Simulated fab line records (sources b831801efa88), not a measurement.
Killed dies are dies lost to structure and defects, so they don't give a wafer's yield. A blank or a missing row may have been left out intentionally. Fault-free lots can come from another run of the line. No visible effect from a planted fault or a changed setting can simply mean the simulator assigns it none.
Code-filled problem report in 8D (eight disciplines) form ; flow sky130 ; the parts of the form that need people (team, actions taken, sign-off) are left out

== 1. WHAT IS WRONG ==
At SKY_PAD_OPEN_PROBE_99, killed_at_M0_to_M3 averages 106 over 4 wafers from 2 lots, while fault-free wafers read 45, standard deviation 6.8. Relative to the usual mean, that is a shift of +8.9 standard deviations.
First seen on wafer L216.1, day 49 22:49, on prober-02. Wafers with a number at this step in the record: 6, from 2 lots. Rule for "out" (also "out of limits"): further than 4 standard deviations from the usual mean. Any other wafer with a number is counted as sound.

== 2. WHAT THIS IS AND IS NOT ==
question;is;is not
which readings at this step;killed_at_M0_to_M3, defect-limited-yield, killed-dies, sort_bin_3_pad_short, sort_bin_5_function, sort-n-pass, sort-yield-pct;killed_at_M4_up, killed-at-contacts, killed-at-front-end, killed-at-other, killed-open, killed-short, sort_bin_6_memory
which lots;L216, L219;-
which wafers of those lots;L216.1, L216.3, L219.3, L219.5;L216.5, L219.4
read on which tools;prober-01, prober-02;-
when;from day 49 22:49;"up to then (0 sound wafers); but 2 sound wafers of L216, L219 came after"

== 3. THE SUSPECTS, EACH WITH WHAT RULES IT OUT ==
Counting: if a tool at a process step up to the reading ran every lot that is out, it stays a suspect. Sound lots after the first of them don't rule it out here, since some wafers of a struck lot are sound.
- plasma-asher-03 at SKY_METAL2_STRIP_20 (strips in O2/N2): kept. It ran every lot that is out, first L216 (day 40 16:34).
- Within plasma-asher-03 at SKY_METAL2_STRIP_20: the wafers that are out ran in chamber 1; their sound lot-mates ran in chamber 0.
Remaining after the count: plasma-asher-03 at SKY_METAL2_STRIP_20.

== 4. THE CAUSE (what the simulator had put in) ==
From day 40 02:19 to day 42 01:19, plasma-asher-03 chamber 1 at SKY_METAL2_STRIP_20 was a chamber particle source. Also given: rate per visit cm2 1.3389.
The count eliminated every tool but this one.

== 5. THE EFFECT CHAIN, in route order ==
One row per reading whose mean, taken over the struck wafers that have a number, lies over 3 standard deviations from the usual. Scope: only readings with a usual standard deviation given in the record; hours: median across lots of the time from each lot's start at the first step in this table that gives one to its start at this step; sigmas: change in usual standard deviations.
hours;step;reading;usual;on struck wafers;change;sigmas
0;SKY_PAD_OPEN_PROBE_99;defect-limited-yield;82.1 %;70.1;-12.0;-6.3
0;SKY_PAD_OPEN_PROBE_99;killed_at_M0_to_M3;45;106;+60;+8.9
0;SKY_PAD_OPEN_PROBE_99;killed-dies;88;147;+59;+6.2
0;SKY_PAD_OPEN_PROBE_99;sort_bin_3_pad_short;0.9 %;4.5;+3.6;+7.7
0;SKY_PAD_OPEN_PROBE_99;sort_bin_5_function;10.6 %;18.1;+7.5;+5.0
0;SKY_PAD_OPEN_PROBE_99;sort-n-pass;404;345;-59;-6.2
0;SKY_PAD_OPEN_PROBE_99;sort-yield-pct;82.1 %;70.1;-12.0;-6.3
Process steps it contains:
- SKY_PAD_OPEN_PROBE_99

== 6. HOW IT WOULD HAVE BEEN CAUGHT EARLIER ==
236 hours passed between the start of the fault at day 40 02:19 and the first reading out of limits in this record, taken at day 49 22:49.
No tool reading at SKY_METAL2_STRIP_20 that has a usual standard deviation in the record was out on any struck wafer, so an alarm limit of 4 standard deviations on those readings would not have fired.
Each of the lots that are out, 2 in all, had begun SKY_METAL2_STRIP_20 on plasma-asher-03 no later than day 49 22:49. Had the tool been put on hold then, not one of them would have been saved.
